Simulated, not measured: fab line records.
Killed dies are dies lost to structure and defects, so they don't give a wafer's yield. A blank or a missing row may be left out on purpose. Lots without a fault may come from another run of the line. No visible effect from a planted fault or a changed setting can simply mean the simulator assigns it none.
Comparing a struck lot with a sound one ; flow sky130 ; 17 steps out of a route of 708
Sound: wafers L589.2, L589.4, L589.5. Wafers L594.2, L594.3, L594.6 were the ones struck. The cause is given at the end.
Per side, at each step with rows, come the tool, then ch with its chambers, and then its first start. Under that, the readings that differ: sound wafers ; struck wafers ; difference of the means ; sigmas: that difference in standard deviations of wafers without a fault.
alike: readings whose means differ by less than 2 such deviations, and words and numbers that are the same on both sides. not compared: withheld readings, readings that some wafer has no value for, bounds like >300 that may hide the same value, and numbers for which the record gives no deviation and whose values overlap.
A row with sigmas, a row that says differs or no value, or rows on one side alone: a step with any of these is where the two part. Non-overlapping numbers with no deviation appear without sigmas and do not part them. Lack of a reading on every wafer of one side parts them only where that side has two or more wafers.

first, 4 steps without rows for these wafers: SKY_LDD_HVP_SOFTBAKE_03 (time 60 s); SKY_LDD_HVP_EXPOSE_04 (exposes mask HVPTM, target cd 700 nm); SKY_LDD_HVP_PEB_05; SKY_LDD_HVP_DEVELOP_06 (develop time 60 s).
SKY_LDD_HVP_OVL_MEAS_07:
  sound on overlay-01 at day 22 08:33; struck on overlay-01 at day 24 14:39
  alike: LDD_HVP_OVL
then, 1 step without rows for these wafers: SKY_LDD_HVP_IMPLANT_08.
SKY_LDD_HVP_STRIP_09: strips in O2/N2.
  sound on plasma asher-04 ch 0,1, day 22 08:44; struck on plasma asher-04 ch 0, day 24 14:50
  alike: drypump motor current A, oes product au, strip time to endpoint s
  not compared: rf hours counter h
SKY_LDD_HVP_TW_MEAS_10:
  sound on film metro-01 at day 22 08:50; struck on film metro-01 at day 24 14:56
  alike: LDD_HVP_TW
then, 4 steps without rows for these wafers: SKY_LDD_LDN_DEHYDRATE_00 (time 60 s); SKY_LDD_LDN_HMDS_01 (prime time 60 s); SKY_LDD_LDN_COAT_02 (resist thk 1140 nm); SKY_LDD_LDN_SOFTBAKE_03 (time 60 s).
SKY_LDD_LDN_EXPOSE_04: exposes mask LDNTM, target cd 700 nm.
  sound on iline stepper-01 ch 0, day 23 00:20; struck on iline stepper-01 ch 0, day 25 06:07
reading;sound;struck;difference;sigmas
model.LDD_LDN.overlay x nm (nm);0.5209 0.5209 0.5209;-103.7 -103.7 -103.7;-104.2;
  alike: mask
then, 2 steps without rows for these wafers: SKY_LDD_LDN_PEB_05; SKY_LDD_LDN_DEVELOP_06 (develop time 60 s).
SKY_LDD_LDN_OVL_MEAS_07:
  sound on overlay-02 at day 23 15:11; struck on overlay-01 at day 25 21:29
reading;sound;struck;difference;sigmas
LDD_LDN_OVL (nm);-0.6 0.5 -2.0;-102.0 -102.4 -102.8;-101.7;-85
  not compared: hold
SKY_PAD_OPEN_PROBE_99:
  sound wafers here have rows in the record (prober-02, day 46 13:13); struck ones have none

WHERE THEY PART
At SKY_LDD_LDN_OVL_MEAS_07 first; at SKY_PAD_OPEN_PROBE_99 last (within this record only).

WHY: what had been put in by the simulator
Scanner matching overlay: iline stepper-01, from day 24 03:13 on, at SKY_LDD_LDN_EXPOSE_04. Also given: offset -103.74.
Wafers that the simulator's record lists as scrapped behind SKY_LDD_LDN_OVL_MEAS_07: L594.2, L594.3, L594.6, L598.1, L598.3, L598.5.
